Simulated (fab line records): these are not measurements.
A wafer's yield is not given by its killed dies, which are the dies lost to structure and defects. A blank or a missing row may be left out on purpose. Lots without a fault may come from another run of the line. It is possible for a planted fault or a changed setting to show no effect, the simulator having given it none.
Which tool is to blame?    flow gf180mcu    Sampling: 11 lots, 33 wafers, 2 of 602 route steps

## WHAT THE GAUGES READ, wafer by wafer
GF_VT_IMPLANT_RS_MEAS_46: measurement is done with a four-point probe.
lot   measured      on             MVSD_RS (ohm/sq)
L812  day 8 11:52   film-metro-03  455.5 456.7 456.4
L813  day 8 17:47   film-metro-01  455.4 456.3 454.9
L814  day 9 05:27   film-metro-03  458.2 458.7 456.6
L817  day 9 21:17   film-metro-03  456.8 457.0 458.2
L818  day 10 11:43  film-metro-03  456.6 457.1 456.1
L819  day 10 15:09  film-metro-03  454.0 455.2 455.4
L822  day 11 08:14  film-metro-01  457.2 456.3 456.4
L827  day 12 17:22  film-metro-03  537.1 537.8 537.6
L828  day 13 00:58  film-metro-01  536.3 535.0 536.9
L831  day 13 18:34  film-metro-04  455.1 457.0 456.9
L832  day 14 03:12  film-metro-03  458.1 458.4 457.2

## EACH LOT AND THE TOOL THAT RAN IT (in order: tool; ch and the chambers of the sampled wafers; start)
lot   GF_MVSD_IMPLANT_09
L812  implanter-04 ch 0, day 5 03:27
L813  implanter-04 ch 0, day 5 09:54
L814  implanter-01 ch 0, day 5 19:16
L817  implanter-02 ch 0, day 6 09:58
L818  implanter-02 ch 0, day 6 20:22
L819  implanter-04 ch 0, day 7 00:24
L822  implanter-01 ch 0, day 7 15:26
L827  implanter-01 ch 0, day 8 21:13
L828  implanter-01 ch 0, day 9 02:31
L831  implanter-04 ch 0, day 9 20:07
L832  implanter-04 ch 0, day 10 00:37
- GF_MVSD_IMPLANT_09

## THE ANSWER, worked out from the rows above alone
Rule: usual is defined by the lots themselves. Put in order of their means at a reading, lots are off if they are a third of the lots or fewer, leave a main group of 4 or more, and stand apart from it by a gap of 3 or more times the standard deviation of the main group's means; of several such gaps the widest counts. A main group is skipped when, at the precision printed for the reading in the tables above, its means are all equal. A lot without any number at a reading at which 4 lots or more have one is off too. All remaining lots with rows at the step are treated as sound.
Off: at GF_VT_IMPLANT_RS_MEAS_46 (MVSD_RS), L827, L828. Mean 456.6 ohm/sq and standard deviation 0.95 in the main group.
A tool fits if, at a process step before that reading, it ran every lot that is off, and no sound lot after the first of them. Gauges at GF_VT_IMPLANT_RS_MEAS_46: tried the same way as those tools. One candidate fits, namely implanter-01 at GF_MVSD_IMPLANT_09. A fault onset in the window from L822 (day 7 15:26, its last sound lot) to L827 (day 8 21:13, its first lot off) fits.

## WHAT THE SIMULATOR HAD PUT IN
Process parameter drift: implanter-01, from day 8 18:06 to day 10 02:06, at GF_MVSD_IMPLANT_09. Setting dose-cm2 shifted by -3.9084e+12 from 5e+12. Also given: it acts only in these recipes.
Shown lots that were struck: L827, L828. The same result came from the rule above.
